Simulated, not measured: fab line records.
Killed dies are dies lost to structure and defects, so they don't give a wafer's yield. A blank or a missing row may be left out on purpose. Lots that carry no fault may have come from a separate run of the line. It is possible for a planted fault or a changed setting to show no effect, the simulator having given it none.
A single fault, viewed from 2 desks ; flow gf180mcu ; every desk sees just its own numbers, and what lay behind them comes last

## AT THE METROLOGY DESK
Means of the sampled wafers that have a number, per lot and without regard to the tool the lot ran on: this is what the gauges read. Any lot whose mean is over 4 standard deviations away from the usual mean is out of limits and marked OUT; that distance is given in the brackets.
Columns: A = M4_OVL at GF_M4_OVL_MEAS_15, usual -1 nm; B = V4_CVD_00_THK at GF_V4_THK_MEAS_01, usual 600 nm
lot;first seen here;A;B
L198;day 23 13:29;-4;600
L201;day 24 17:52;3;600
L204;day 25 14:29;2;605
L205;day 25 22:34;5;609
L207;day 26 16:32;3;592
L210;day 27 13:18;-1;601
L211;day 27 18:22;1;604
L213;day 28 06:19;-6;596
L214;day 28 16:37;3;600
L216;day 29 04:52;-1;594
L219;day 30 01:19;4;748 (+19) OUT
L220;day 30 06:25;-8;755 (+20) OUT
L221;day 30 14:47;1;703 (+13) OUT
Finding of this desk: L219, L220, L221 out of limits, first seen on L219 at day 30 02:05 (V4_CVD_00_THK at GF_V4_THK_MEAS_01). L198, L201, L204, L205, L207, L210, L211, L213, L214, L216: within limits.

## THE TOOL OWNER'S DESK: hdpcvd-02
The tool's own readings at GF_V4_CVD_00 (deposits SiO2, target thk 600 nm, time 100 s): means of the sampled wafers that have a number, for each lot that ran on this tool. Any lot whose mean is over 4 standard deviations away from the usual mean is out of limits and marked OUT; that distance is given in the brackets.
Columns: A = sih4_flow_sccm at GF_V4_CVD_00, usual 59.98 sccm
lot;first seen here;A
L198;day 23 14:11;60.03
L201;day 24 18:43;59.93
L204;day 25 15:10;60.07
L205;day 25 23:14;60.00
L210;day 27 13:59;60.08
L211;day 27 19:02;59.99
L219;day 30 02:00;74.81 (+78) OUT
L220;day 30 07:07;75.12 (+80) OUT
L221;day 30 15:53;70.18 (+54) OUT
This desk finds L219, L220, L221 out of limits, L219 being first, at day 30 02:00 (sih4_flow_sccm at GF_V4_CVD_00). L198, L201, L204, L205, L210, L211: within limits.

## BROUGHT TOGETHER
The tool owner's desk could have raised an alarm at day 30 02:00, on L219, L220, L221.
L219, L220, L221 would have let the metrology desk raise an alarm at day 30 02:05.
The lots listed all ran GF_V4_CVD_00 on hdpcvd-02.

## WHAT THE SIMULATOR PUT IN
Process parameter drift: hdpcvd-02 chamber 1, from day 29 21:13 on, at GF_V4_CVD_00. Setting sih4_flow_sccm, moved by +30, from 60. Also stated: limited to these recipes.
Lots struck among those shown: L219, L220, L221.
Delay (hours) between the fault's onset and each desk's first out-of-limits reading: 5 at the tool owner's desk, 5 at the metrology desk.
